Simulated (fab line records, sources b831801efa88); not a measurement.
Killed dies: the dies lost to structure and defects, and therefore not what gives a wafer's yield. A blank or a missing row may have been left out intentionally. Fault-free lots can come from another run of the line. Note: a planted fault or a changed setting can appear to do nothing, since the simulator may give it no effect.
2 desks, one fault -- flow gf180mcu -- every desk sees just its own numbers, and what lay behind them comes last

## DESK OF THE TOOL OWNER: pvdSputter-02
The tool's own readings at GF_M4_SPUTTER_01 (material TiN, target thk 30 nm, time 25 s): means of the sampled wafers that have a number, for each lot that ran on this tool. Any lot whose mean is over 4 standard deviations away from the usual mean is out of limits and marked OUT; that distance is given in the brackets.
Columns: A = cathodeDcPowerW at GF_M4_SPUTTER_01, usual 6500.0 W; B = throttleValvePct at GF_M4_SPUTTER_01, usual 30.1 %
lot,first seen here,A,B
L745,day 23 01:16,6500.5,29.5
L747,day 23 20:19,6501.3,30.2
L753,day 25 18:26,6498.9,30.9
L755,day 26 02:41,6500.7,30.2
L762,day 28 13:30,6500.6,30.8
This desk's verdict: no lot among the 5 shows anything out of limits.

## METROLOGY DESK
What the gauges read for every lot (on any tool): the sampled wafers with a number, averaged. Any lot whose mean is over 4 standard deviations away from the usual mean is out of limits and marked OUT; that distance is given in the brackets.
Columns: A = TOP_METAL_ALCU_RS at GF_TOP_METAL_RS_MEAS_05, usual 0.0328 ohm/sq; B = PASSIVATION_CVD_00_THK at GF_PASSIVATION_THK_MEAS_01, usual 1024 nm
lot,first seen here,A,B
L744,day 27 16:42,0.0328,1025
L745,day 27 19:40,0.0323,1032
L746,day 28 09:03,0.0325,1025
L747,day 28 11:59,0.0332,1015
L749,day 29 08:49,0.0331,1006
L750,day 29 12:31,0.0330,1025
L752,day 30 03:53,0.0330,1023
L753,day 30 04:55,0.0328,1035
L754,day 30 11:38,0.0333,1023
L755,day 30 12:14,0.0329,1041
L756,day 31 06:17,0.0328,1018
L762,day 32 14:41,0.0324,1014
L766,day 33 11:09,0.0328,1030
This desk's verdict: no lot among the 13 shows anything out of limits.

## BROUGHT TOGETHER
The tool owner's desk saw nothing out of limits.
Nothing out of limits was seen by the metrology desk.

## WHAT WAS PUT IN BY THE SIMULATOR
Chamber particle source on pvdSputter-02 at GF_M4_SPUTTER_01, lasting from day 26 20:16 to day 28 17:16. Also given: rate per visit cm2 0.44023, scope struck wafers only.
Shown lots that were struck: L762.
